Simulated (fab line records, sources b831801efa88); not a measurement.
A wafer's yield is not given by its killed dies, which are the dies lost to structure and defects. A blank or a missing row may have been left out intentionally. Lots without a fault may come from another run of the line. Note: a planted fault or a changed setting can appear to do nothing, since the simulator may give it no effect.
fab line records    flow sky130
record lots=11  wafers=33  lastDay=50
route steps=708 shown SONOS_ONO@185 POLY_GATE@230 LDD_HVN@276 LDD_LDN@297
lots that met no fault: from a run of the same line without faults
startH: start of the lot's first displayed wafer, in hours after the record's first day    waitH: hours elapsed since this lot's preceding step    " the same as in the row above    L1.1+2: a row that stands for several wafers    - no value present, or no start provided    * or withheld: withheld    < > ~ a bound
route shown NAME@n: NAME is a module with steps in the file, n the number in the route of the first one    usual: mean/standard deviation taken from wafers without a fault    same: alike in all rows    chamber/n: place in a boat    sites: per-site readings    _std_site: the standard deviation of these    _edge_site: the outer-site mean with the inner-site mean subtracted    radiusMm: for every site, how far away it sits from the centre of the wafer    mask NAME#n: copy n    behind: the tool/chamber that last shaped the wafer    hold: the reason the lot was held/the length of the hold in hours/how it ended    device: the transistor (n, p or np) that didn't switch    end of line: tests run on the same wafers once the route is complete    a step with no rows: only its recipe    killed: the dies lost at the first sort to structure and to defects; this is not the yield of the wafer    map: a wafer's dies, x killed, . not, _ none there
set.NAME: setting as actually run; set.NAME@STEP: the setting as run at that earlier step    model.NAME: the simulator's own value behind a step, which no gauge read
the route's steps for a sample of lots (tables are steps, rows are wafers)
services: when a tool's chamber went out of use (startH, in hours from the record's first day, below 0 if earlier), for how many hours, and the reason
## steps
# step SKY_SONOS_ONO_STRIP_17
# recipe chemistry=O2/N2  powerW=1400  pressureMtorr=1500  platenTempC=withheld  o2FlowSccm=3000  n2FlowSccm=300  overashFraction=0.5
# usual drypumpMotorCurrentA=5.80/0.2  oesProductAu=0.710/0.0043  stripTimeToEndpointS=14.11/0.037
lot.wafer  tool            chamber  startH  waitH  drypumpMotorCurrentA  oesProductAu  rfHoursCounterH  stripTimeToEndpointS
L686.1     plasmaAsher-01  0        276.91  0.0    5.59                  0.720         59               14.06
L686.2     "               1        "       "      5.73                  0.703         59               14.09
L686.6     "               0        "       "      5.60                  0.712         -                14.07
L685.1     plasmaAsher-01  1        281.88  0.0    5.75                  0.710         59               14.09
L685.3     "               1        "       "      5.73                  0.715         -                14.09
L685.5     "               1        "       "      5.76                  0.707         -                14.09
L687.2     plasmaAsher-02  0        296.76  0.0    5.69                  0.713         62               14.13
L687.5     "               1        "       "      5.89                  0.704         -                14.11
L687.6     "               0        "       "      5.68                  0.707         -                14.08
L688.1     plasmaAsher-02  1        297.84  0.0    5.87                  0.709         62               14.08
L688.4     "               1        "       "      5.88                  0.705         -                14.10
L688.5     "               1        "       "      5.87                  0.704         -                14.07
L690.2     plasmaAsher-03  0        318.47  0.0    5.64                  0.706         52               14.11
L690.5     "               0        "       "      5.64                  0.706         -                14.11
L690.6     "               1        "       "      6.26                  0.715         -                14.03
L691.2     plasmaAsher-01  0        323.01  0.0    5.60                  0.711         64               14.12
L691.3     "               1        "       "      5.74                  0.710         -                14.16
L691.5     "               0        "       "      5.60                  0.718         -                14.11
L694.1     plasmaAsher-03  1        354.71  0.0    6.27                  0.711         56               14.13
L694.2     "               0        "       "      5.62                  0.706         56               14.13
L694.4     "               1        "       "      6.27                  0.712         -                14.15
L695.3     plasmaAsher-03  1        360.37  0.0    6.27                  0.706         -                14.15
L695.5     "               1        "       "      6.26                  0.707         -                14.16
L695.6     "               0        "       "      5.58                  0.717         -                14.20
L705.1     plasmaAsher-02  0        450.76  0.0    5.68                  0.711         77               14.14
L705.2     "               1        "       "      5.86                  0.713         77               14.13
L705.5     "               1        "       "      5.87                  0.712         -                14.11
L706.1     plasmaAsher-02  0        469.31  0.0    5.70                  0.711         79               14.15
L706.2     "               1        "       "      5.88                  0.712         79               14.20
L706.3     "               1        "       "      5.87                  0.708         -                14.18
L708.2     plasmaAsher-03  0        480.44  0.0    5.57                  0.708         69               14.07
L708.3     "               1        "       "      6.24                  0.715         -                14.03
L708.6     "               1        "       "      6.27                  0.717         -                14.06
# step SKY_POLY_GATE_ETCH_16
# recipe stopOn=poly-Si  chemistry=CH3F/O2  target=Si3N4  sourceW=400  biasW=80  pressureMtorr=25  ch3fFlowSccm=40  O2_flow_sccm=30  timeS=147.5  targetDepthA=750
# usual drypumpMotorCurrentA=5.6/0.46  oesProductAu=0.639/0.005  throttleValvePct=10.537/0.0088
lot.wafer  tool        chamber  startH  waitH  drypumpMotorCurrentA  oesProductAu  rfHoursCounterH  throttleValvePct
L686.1     rieDiel-04  2        366.09  0.0    5.7                   0.645         107              10.544
L686.2     "           0        "       "      5.9                   0.634         89               10.527
L686.6     "           2        "       "      5.7                   0.629         -                10.529
L685.1     rieDiel-02  2        366.90  0.0    5.9                   0.635         7                10.535
L685.3     "           3        "       "      4.9                   0.632         9                10.540
L685.5     "           1        "       "      6.5                   0.634         -                10.542
L687.2     rieDiel-04  2        389.85  0.0    5.7                   0.654         108              10.542
L687.5     "           2        "       "      5.7                   0.638         -                10.544
L687.6     "           1        "       "      5.6                   0.640         -                10.536
L688.1     rieDiel-02  0        391.84  0.0    4.9                   0.637         1                10.551
L688.4     "           1        "       "      6.4                   0.634         6                10.526
L688.5     "           0        "       "      4.9                   0.639         -                10.534
L690.2     rieDiel-02  2        411.54  0.0    5.9                   0.636         8                10.546
L690.5     "           2        "       "      5.8                   0.639         -                10.537
L690.6     "           3        "       "      4.9                   0.636         -                10.536
L691.2     rieDiel-01  3        416.34  0.0    6.3                   0.637         9                10.541
L691.3     "           0        "       "      5.8                   0.645         6                10.540
L691.5     "           2        "       "      5.3                   0.642         -                10.515
L694.1     rieDiel-04  0        451.00  0.0    5.8                   0.635         91               10.529
L694.2     "           2        "       "      5.7                   0.626         0                10.547
L694.4     "           1        "       "      5.6                   0.637         64               10.558
L695.3     rieDiel-02  0        457.59  0.0    4.9                   0.641         2                10.523
L695.5     "           0        "       "      4.9                   0.634         -                10.530
L695.6     "           3        "       "      4.8                   0.635         -                10.524
L705.1     rieDiel-02  3        550.35  0.0    4.8                   0.641         12               10.533
L705.2     "           1        "       "      6.5                   0.631         9                10.541
L705.5     "           0        "       "      4.9                   0.632         -                10.545
L706.1     rieDiel-01  1        564.63  0.0    5.5                   0.635         4                10.541
L706.2     "           0        "       "      5.8                   0.640         9                10.539
L706.3     "           2        "       "      5.3                   0.638         6                10.532
L708.2     rieDiel-04  2        576.79  0.0    5.7                   0.632         3                10.535
L708.3     "           3        "       "      5.3                   0.646         49               10.552
L708.6     "           2        "       "      5.7                   0.638         -                10.539
# step SKY_LDD_HVN_STRIP_09
# recipe chemistry=O2/N2  powerW=1400  pressureMtorr=1500  platenTempC=withheld  o2FlowSccm=3000  n2FlowSccm=300  overashFraction=0.5
# usual drypumpMotorCurrentA=5.88/0.21  oesProductAu=0.409/0.0044  stripTimeToEndpointS=4.135/0.016
lot.wafer  tool            chamber  startH  waitH  drypumpMotorCurrentA  oesProductAu  rfHoursCounterH  stripTimeToEndpointS
L686.1     plasmaAsher-03  0        458.14  0.1    5.62                  0.412         67               4.127
L686.2     "               1        "       "      6.26                  0.411         67               4.121
L686.6     "               1        "       "      6.27                  0.416         -                4.121
L685.1     plasmaAsher-03  0        460.55  0.1    5.62                  0.409         67               4.118
L685.3     "               1        "       "      6.26                  0.403         -                4.133
L685.5     "               1        "       "      6.26                  0.416         -                4.125
L687.2     plasmaAsher-02  1        483.51  0.1    5.90                  0.407         81               4.133
L687.5     "               0        "       "      5.69                  0.409         -                4.134
L687.6     "               1        "       "      5.90                  0.418         -                4.117
L688.1     plasmaAsher-03  1        486.45  0.1    6.26                  0.408         70               4.111
L688.4     "               0        "       "      5.63                  0.405         -                4.130
L688.5     "               0        "       "      5.63                  0.412         -                4.120
L690.2     plasmaAsher-02  1        508.90  0.1    5.88                  0.407         83               4.124
L690.5     "               1        "       "      5.89                  0.406         -                4.126
L690.6     "               0        "       "      5.67                  0.405         -                4.133
L691.2     plasmaAsher-03  0        515.05  0.1    5.59                  0.414         73               4.129
L691.3     "               0        "       "      5.60                  0.411         -                4.130
L691.5     "               0        "       "      5.59                  0.402         -                4.148
L694.1     plasmaAsher-04  1        544.95  0.1    5.93                  0.408         41               4.154
L694.2     "               0        "       "      5.93                  0.402         41               4.146
L694.4     "               0        "       "      5.90                  0.410         -                4.141
L695.3     plasmaAsher-04  1        551.88  0.1    5.91                  0.409         -                4.138
L695.5     "               0        "       "      5.94                  0.409         -                4.160
L695.6     "               1        "       "      5.91                  0.408         -                4.156
L705.1     plasmaAsher-03  1        640.38  0.1    6.26                  0.409         87               4.137
L705.2     "               0        "       "      5.58                  0.413         87               4.143
L705.5     "               0        "       "      5.60                  0.404         -                4.112
L706.1     plasmaAsher-04  0        653.36  0.1    5.93                  0.414         53               4.167
L706.2     "               1        "       "      5.92                  0.406         53               4.163
L706.3     "               1        "       "      5.94                  0.406         -                4.134
L708.2     plasmaAsher-03  1        664.38  0.1    6.26                  0.416         89               4.142
L708.3     "               1        "       "      6.26                  0.416         -                4.148
L708.6     "               1        "       "      6.28                  0.410         -                4.141
# step SKY_LDD_LDN_IMPLANT_08
# recipe species=As  energyKev=15  doseCm2=1.25e+13  tiltDeg=withheld  rotationDeg=23
# usual beamOnS=10.01/0.22
lot.wafer  tool          chamber  startH  waitH  beamOnS
L686.1     implanter-03  0        519.21  0.0    9.68
L686.2     "             0        "       "      10.47
L686.6     "             0        "       "      9.79
L685.1     implanter-04  0        521.35  0.0    10.10
L685.3     "             0        "       "      10.05
L685.5     "             0        "       "      10.28
L687.2     implanter-01  0        543.70  0.0    9.53
L687.5     "             0        "       "      10.04
L687.6     "             0        "       "      9.84
L688.1     implanter-03  0        546.71  0.0    9.79
L688.4     "             0        "       "      10.16
L688.5     "             0        "       "      10.12
L690.2     implanter-01  0        570.03  0.0    10.32
L690.5     "             0        "       "      10.20
L690.6     "             0        "       "      9.71
L691.2     implanter-04  0        574.40  0.0    10.30
L691.3     "             0        "       "      10.06
L691.5     "             0        "       "      10.05
L694.1     implanter-04  0        603.75  0.0    10.37
L694.2     "             0        "       "      10.01
L694.4     "             0        "       "      9.90
L694.1     implanter-04  0        604.06  0.3    9.92
L694.2     "             0        "       "      10.34
L694.4     "             0        "       "      10.08
L695.3     implanter-04  0        610.40  0.1    9.89
L695.5     "             0        "       "      9.99
L695.6     "             0        "       "      10.44
L695.3     implanter-04  0        610.71  0.3    9.83
L695.5     "             0        "       "      9.91
L695.6     "             0        "       "      9.95
L705.1     implanter-03  0        695.36  0.0    10.00
L705.2     "             0        "       "      9.88
L705.5     "             0        "       "      10.11
L706.1     implanter-01  0        708.95  0.0    10.39
L706.2     "             0        "       "      9.75
L706.3     "             0        "       "      10.18
L708.2     implanter-01  0        718.48  0.0    10.30
L708.3     "             0        "       "      9.85
L708.6     "             0        "       "      10.04
# step SKY_LDD_LDN_TW_MEAS_13
# usual LDD_LDN_TW=1494/8.8
lot.wafer  tool          chamber  startH  waitH  LDD_LDN_TW
L686.1     filmMetro-03  -        519.91  0.1    1490
L686.2     "             -        "       "      1490
L686.6     "             -        "       "      1493
L685.1     filmMetro-04  -        522.05  0.1    1498
L685.3     "             -        "       "      1502
L685.5     "             -        "       "      1501
L687.2     filmMetro-04  -        544.39  0.1    1505
L687.5     "             -        "       "      1496
L687.6     "             -        "       "      1486
L688.1     filmMetro-03  -        547.41  0.1    1491
L688.4     "             -        "       "      1504
L688.5     "             -        "       "      1495
L690.2     filmMetro-04  -        570.72  0.1    1504
L690.5     "             -        "       "      1501
L690.6     "             -        "       "      1498
L691.2     filmMetro-04  -        575.09  0.1    1499
L691.3     "             -        "       "      1502
L691.5     "             -        "       "      1500
L694.1     filmMetro-02  -        605.06  0.1    1597
L694.2     "             -        "       "      1592
L694.4     "             -        "       "      1597
L695.3     filmMetro-04  -        611.75  0.1    1606
L695.5     "             -        "       "      1604
L695.6     "             -        "       "      1602
L705.1     filmMetro-04  -        696.06  0.1    1502
L705.2     "             -        "       "      1494
L705.5     "             -        "       "      1499
L706.1     filmMetro-02  -        709.65  0.1    1485
L706.2     "             -        "       "      1476
L706.3     "             -        "       "      1481
L708.2     filmMetro-02  -        719.17  0.1    1487
L708.3     "             -        "       "      1487
L708.6     "             -        "       "      1476
## services
tool            chamber  startH  hours  kind
rieDiel-02      3        265.19  7.6    repair
implanter-01    -        271.56  5.5    repair
rieDiel-02      1        272.88  1.7    repair
plasmaAsher-02  -        277.96  14.2   repair
implanter-04    -        301.03  5.9    pm
implanter-04    -        315.78  2.1    repair
rieDiel-02      0        359.92  11.5   repair
implanter-04    -        430.82  1.5    repair
implanter-04    -        432.68  3.1    repair
rieDiel-02      2        444.63  2.4    repair
rieDiel-02      2        468.38  12.5   repair
rieDiel-02      3        496.28  13.3   repair
rieDiel-02      -        521.32  0.4    repair
implanter-04    -        536.24  3.5    pm
implanter-04    -        546.21  1.9    repair
plasmaAsher-02  -        553.83  4.9    pm
plasmaAsher-02  -        589.34  9.6    repair
implanter-04    -        599.98  1.2    repair
rieDiel-02      2        619.93  5.2    repair
implanter-04    -        662.30  2.0    repair
rieDiel-02      0        664.48  3.8    repair
rieDiel-02      1        669.59  4.2    repair
plasmaAsher-03  -        682.43  3.5    repair
rieDiel-02      -        716.69  28.1   pm
## key
firstSign step=SKY_LDD_LDN_IMPLANT_08  reading=visit  direction=added
effect step=SKY_LDD_LDN_TW_MEAS_13  reading=LDD_LDN_TW  direction=up  sigmas=12  usual=1494  struck=1600
metAt SKY_LDD_LDN_IMPLANT_08
struckLots L694,L695
testerLeftOut L694,L695
notActingAt SKY_SONOS_ONO_STRIP_17,SKY_POLY_GATE_ETCH_16,SKY_LDD_HVN_STRIP_09
fault kind=repeatedStepWhole  tool=implanter-01,implanter-03,implanter-04  chamber=-  onsetH=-  steps=SKY_LDD_LDN_IMPLANT_08  times=1  scope=struckLotsOnly
# testerLeftOut: of these lots the tester's yield and bins aren't shown, on N5 and GAA mostly nor the transistor test; their killed dies are dies lost to structure and defects alone, not to doping, threshold or leakage, so they don't give the yield
